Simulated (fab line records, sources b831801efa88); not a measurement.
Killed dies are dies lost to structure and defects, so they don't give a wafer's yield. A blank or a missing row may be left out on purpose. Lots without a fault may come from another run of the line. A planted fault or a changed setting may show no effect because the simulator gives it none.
A struck lot beside a sound one | flow sky130 | 25 steps out of a route of 708
Sound: wafers L971.1, L971.5, L971.6. Struck: wafers L977.1, L977.4, L977.6. The cause comes at the end.
At each step with rows: each side's tool, then ch and its chambers, then its first start. Under that, the readings that differ: sound wafers | struck wafers | difference of the means | sigmas: that difference in standard deviations of wafers without a fault.
alike: readings whose means differ by less than 2 such deviations, and words and numbers that are the same on both sides. not compared: withheld readings, readings that some wafer has no value for, bounds like >300 that may hide the same value, and numbers for which the record gives no deviation and whose values overlap.
The two part at a step that has a row with sigmas, a row that says differs or no value, or rows on one side only. Numbers that don't overlap but have no deviation are shown without sigmas and don't part them. A reading that every wafer of one side lacks parts them only if that side has two wafers or more.

first, 7 steps without rows for these wafers: SKY_FIELD_ISO_HMDS_06 (prime time 60 s); SKY_FIELD_ISO_COAT_07 (resist thk 61.2 nm); SKY_FIELD_ISO_COAT_08 (resist thk 450 nm); SKY_FIELD_ISO_SOFTBAKE_09 (time 90 s); SKY_FIELD_ISO_EXPOSE_10 (exposes mask FOM, target cd 150 nm); SKY_FIELD_ISO_PEB_11; SKY_FIELD_ISO_DEVELOP_12 (develop time 60 s).
SKY_FIELD_ISO_CD_MEAS_13: target cd 150 nm.
  sound on cd_sem-01, day 4 04:47; struck on cd_sem-02, day 5 15:02
  alike: cd_nm
SKY_FIELD_ISO_ETCH_14: etches BARC in N2/H2, stops on SiO2, time 45.9 s, target depth 60 nm.
  sound on rie_diel-02 ch 0,2,3, day 4 04:54; struck on rie_diel-02 ch 1,3, day 5 15:09
  alike: drypump_motor_current_A, oes_product_au, run_length_s, throttle_valve_pct
  not compared: rf_hours_counter_h
SKY_FIELD_ISO_ETCH_15: etches the open film in CHF3/O2, stops on Si, target depth 180 nm, time 72 s.
  sound on rie_diel-02 ch 0,2,3, day 4 04:56; struck on rie_diel-02 ch 1,3, day 5 15:11
  alike: drypump_motor_current_A, oes_product_au, run_length_s, throttle_valve_pct
  not compared: rf_hours_counter_h
SKY_FIELD_ISO_STRIP_16: strips in O2/N2.
  sound on plasma_asher-04 ch 0,1, day 4 05:00; struck on plasma_asher-04 ch 0,1, day 5 15:15
  alike: drypump_motor_current_A, oes_product_au, strip_time_to_endpoint_s
  not compared: rf_hours_counter_h
SKY_FIELD_ISO_ETCH_17: etches Si in HBr/Cl2/O2, target depth 342 nm, time 97.7 s.
  sound on rie_si-01 ch 0,1,3, day 4 05:06; struck on rie_si-01 ch 2,3, day 5 15:21
  alike: drypump_motor_current_A, oes_product_au, run_length_s, throttle_valve_pct
  not compared: rf_hours_counter_h
SKY_FIELD_ISO_WET_ETCH_18: etches Si3N4 in H3PO4, target depth 25 nm, time 286 s.
  sound on wet_bench-01 ch 0, day 4 05:10; struck on wet_bench-01 ch 1, day 5 15:25
  reading                                     | sound           | struck          | difference | sigmas
  run_length_s (s)                            | 312 312 312     | 58 58 58        | -254       | -71
  model.Si3N4_of_FIELD_ISO_CVD_03.thk_nm (nm) | 126.3 126 124.8 | 145.3 146.2 145 | +19.8      |
then, 4 steps without rows for these wafers: SKY_FIELD_ISO_CLEAN_19 (cleans in SC1/SC2, time 150 s); SKY_FIELD_ISO_CLEAN_20 (cleans in dHF, time 20 s); SKY_FIELD_ISO_WET_ETCH_21 (etches SiO2 in dHF, target depth 20 nm, time 400 s); SKY_FIELD_ISO_OXIDATION_22 (stabilise 600 s, purge 300 s, target thk 10 nm).
SKY_FIELD_ISO_THK_MEAS_23:
  sound on film_metro-01, day 4 07:00; struck on film_metro-04, day 5 17:35
  alike: FIELD_ISO_OXIDATION_01_THK
then, 1 step without rows for these wafers: SKY_FIELD_ISO_CVD_24 (deposits SiO2, target thk 595 nm, time 99.2 s).
SKY_FIELD_ISO_THK_MEAS_25:
  sound on film_metro-03, day 4 07:08; struck on film_metro-01, day 5 17:43
  alike: FIELD_ISO_CVD_24_THK
then, 1 step without rows for these wafers: SKY_FIELD_ISO_ANNEAL_26 (time 1800 s).
SKY_FIELD_ISO_CMP_27: polishes, stops on Si3N4, t overpolish 16 s, target thk 457.8 nm.
  sound on cmp-02 ch 1,2,3, day 4 08:50; struck on cmp-01 ch 1,2,3, day 5 19:41
  alike: motor_current_A
SKY_FIELD_ISO_WET_ETCH_28: etches SiO2 in dHF, target depth 23.7 nm, time 47 s.
  sound on wet_bench-03 ch 3, day 4 08:59; struck on wet_bench-01 ch 1, day 5 19:53
  reading                                     | sound             | struck          | difference | sigmas
  run_length_s (s)                            | 79 79 79          | 72 72 72        | -7         | -2
  model.Si3N4_of_FIELD_ISO_CVD_03.thk_nm (nm) | 120.4 120.1 118.9 | 139.3 140.3 139 | +19.7      |
then, 1 step without rows for these wafers: SKY_FIELD_ISO_WET_ETCH_29 (etches Si3N4 in H3PO4, target depth 160 nm, time 1825 s).
-- the record jumps here: 43 days lie between the struck wafers' starts before and after (it left off in module FIELD_ISO and takes up again in module PAD_OPEN, whose first step shown is number 708 of the route) --
SKY_PAD_OPEN_PROBE_99:
  sound on prober-01, day 47 16:49; struck on prober-02, day 49 02:41
  reading                                 | sound                         | struck                        | difference | sigmas
  killed_at_front_end                     | 18 29 23                      | 12 16 9                       | -11        | -3
  model.etest.res_p_drift_20v.line_ohm_um | 1.07e+04 1.079e+04 1.084e+04  | 1.294e+04 1.294e+04 1.341e+04 | +2.320e+03 |
  model.etest.res_p_drift_20v.rs_ohm_sq   | 8906 8976 9024                | 1.098e+04 1.076e+04 1.141e+04 | +2.081e+03 |
  model.etest.pfet_16v.r_on_ohm_um        | 1.474e+04 1.486e+04 1.464e+04 | 1.6e+04 1.568e+04 1.62e+04    | +1.2e+03   |
  model.etest.res_iso_pwell.rs_ohm_sq     | 2908 2965 2938                | 3399 3353 3583                | +508       |
  model.etest.res_iso_pwell.line_ohm_um   | 1100 1121 1101                | 1297 1265 1345                | +195       |
  model.etest.res_nwell.line_ohm_um       | 1088 1075 1086                | 1226 1231 1277                | +162       |
  model.etest.res_nwell.rs_ohm_sq         | 892.1 903.2 899               | 1036 1036 1066                | +148       |
  model.etest.pfet_16v.drive_ua_um        | 254.5 254.5 255.5             | 237.3 238 233.9               | -18.4      |
  alike: killed_at_M0_to_M3, killed_at_M4_up, killed_at_contacts, killed_at_other, killed_dies, killed_open, killed_short

WHERE THEY PART
First at SKY_FIELD_ISO_WET_ETCH_18; last, within this record, at SKY_PAD_OPEN_PROBE_99.

WHY: what the simulator had put in
Process parameter drift: wet_bench-01, from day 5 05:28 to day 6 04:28, at SKY_FIELD_ISO_WET_ETCH_18. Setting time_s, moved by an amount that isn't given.
